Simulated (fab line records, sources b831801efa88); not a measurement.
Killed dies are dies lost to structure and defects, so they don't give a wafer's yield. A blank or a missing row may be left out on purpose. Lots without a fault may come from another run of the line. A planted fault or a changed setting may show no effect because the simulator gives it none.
A struck lot beside a sound one | flow sky130 | 23 steps out of a route of 708
Sound: wafers L584.1, L584.2, L584.5. Struck: wafers L593.4, L593.5, L593.6. The cause comes at the end.
At each step with rows: each side's tool, then ch and its chambers, then its first start. Under that, the readings that differ: sound wafers | struck wafers | difference of the means | sigmas: that difference in standard deviations of wafers without a fault.
alike: readings whose means differ by less than 2 such deviations, and words and numbers that are the same on both sides. not compared: withheld readings, readings that some wafer has no value for, bounds like >300 that may hide the same value, and numbers for which the record gives no deviation and whose values overlap.
The two part at a step that has a row with sigmas, a row that says differs or no value, or rows on one side only. Numbers that don't overlap but have no deviation are shown without sigmas and don't part them. A reading that every wafer of one side lacks parts them only if that side has two wafers or more.

SKY_METAL2_METAL_ETCH_19: etches the open film in Cl2/BCl3, stops on SiO2, target depth 360 nm, time 78 s.
  sound on rie_metal-01 ch 0,1, day 37 13:46; struck on rie_metal-01 ch 0,1, day 40 23:02
  alike: bcl3_flow_sccm, drypump_motor_current_A, mfc_cl2_sccm, oes_product_au, throttle_valve_pct
  not compared: rf_hours_counter_h
SKY_METAL2_STRIP_20: strips in O2/N2.
  sound on plasma_asher-02 ch 0,1, day 37 13:52; struck on plasma_asher-02 ch 0,1, day 40 23:08
  alike: drypump_motor_current_A, oes_product_au, strip_time_to_endpoint_s
  not compared: rf_hours_counter_h
then, 4 steps without rows for these wafers: SKY_METAL2_STRIP_21 (strips in post etch residue remover, time 1200 s); SKY_METAL2_CLEAN_22 (cleans in IPA, time 180 s); SKY_METAL2_CLEAN_23 (cleans in O3/DIW); SKY_VIA2_HDPCVD_00 (deposits SiO2, target thk 1180 nm, time 196.7 s).
SKY_VIA2_THK_MEAS_01:
  sound on film_metro-02, day 37 14:37; struck on film_metro-03, day 40 23:51
  alike: VIA2_HDPCVD_THK
SKY_VIA2_CMP_02: polishes SiO2.
  sound on cmp-01 ch 0,1, day 37 14:43; struck on cmp-02 ch 0,1,3, day 40 23:59
  alike: motor_current_A, platen_rpm, slurry_filter_dp_kPa
SKY_VIA2_BOW_MEAS_03:
  sound on film_metro-02, day 37 14:58; struck on film_metro-02, day 41 00:14
  alike: VIA2_BOW
then, 3 steps without rows for these wafers: SKY_VIA2_DEHYDRATE_04 (time 60 s); SKY_VIA2_HMDS_05 (prime time 60 s); SKY_VIA2_COAT_06 (resist thk 60 nm).
SKY_VIA2_COAT_07: resist thk 450 nm.
  sound on litho_track-01 ch 0, day 38 03:00; struck on litho_track-02 ch 0, day 41 12:00
  reading                                     | sound                | struck               | difference | sigmas
  spin_speed_rpm (rpm)                        | 2999.8 2999.5 2997.1 | 3066.9 3065.9 3066.2 | +67.5      | +34
  model.KrF-thick_of_VIA2_COAT_07.thk_nm (nm) | 447 447 448.7        | 445.2 444.2 444.7    | -2.9       |
then, 4 steps without rows for these wafers: SKY_VIA2_SOFTBAKE_08 (time 90 s); SKY_VIA2_EXPOSE_09 (exposes mask VIM2, target cd 200 nm); SKY_VIA2_PEB_10; SKY_VIA2_DEVELOP_11 (develop time 60 s).
SKY_VIA2_CD_MEAS_12: target cd 200 nm.
  sound on cd_sem-01, day 38 16:31; struck on cd_sem-01, day 42 00:19
  alike: cd_nm
SKY_VIA2_OVL_MEAS_13:
  sound on overlay-01, day 38 16:38; struck on overlay-01, day 42 00:23
  alike: VIA2_OVL
SKY_VIA2_ETCH_14: etches BARC in N2/H2, stops on SiO2, time 45.9 s, target depth 60 nm.
  sound on rie_diel-04 ch 0,1,2, day 38 16:41; struck on rie_diel-01 ch 0,1,2, day 42 00:26
  alike: drypump_motor_current_A, oes_product_au, throttle_valve_pct
  not compared: rf_hours_counter_h
SKY_VIA2_ETCH_15: etches SiO2 in C4F8/O2/Ar, stops on TiN, target depth 546 nm, time 84 s.
  sound on rie_diel-04 ch 0,1,2, day 38 16:43; struck on rie_diel-01 ch 0,1,2, day 42 00:29
  alike: oes_product_au
  not compared: rf_hours_counter_h, model.KrF-thick_of_VIA2_COAT_07.thk_nm
SKY_VIA2_STRIP_16: strips in O2/N2.
  sound on plasma_asher-02 ch 0,1, day 38 16:47; struck on plasma_asher-02 ch 0,1, day 42 00:33
  alike: drypump_motor_current_A, oes_product_au, strip_time_to_endpoint_s
  not compared: rf_hours_counter_h
-- the record jumps here: 8 days lie between the struck wafers' starts before and after (it left off in module VIA2 and takes up again in module PAD_OPEN, whose first step shown is number 708 of the route) --
SKY_PAD_OPEN_PROBE_99:
  sound on prober-02, day 47 15:26; struck on prober-01, day 50 04:13
  reading         | sound | struck | difference | sigmas
  killed_at_M4_up | 7 5 3 | 0 2 1  | -4         | -2
  alike: defect_limited_yield, killed_at_M0_to_M3, killed_at_contacts, killed_at_front_end, killed_at_other, killed_dies, killed_on_rim, killed_open, killed_short, sort_bin_3_pad_short, sort_bin_5_function, sort_bin_6_memory, sort_n_pass, sort_yield_pct

WHERE THEY PART
First at SKY_VIA2_COAT_07; last, within this record, at SKY_PAD_OPEN_PROBE_99.

WHY: what the simulator had put in
Process parameter drift: litho_track-02, from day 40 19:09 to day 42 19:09, at SKY_VIA2_COAT_07. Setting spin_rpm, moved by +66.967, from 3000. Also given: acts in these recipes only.
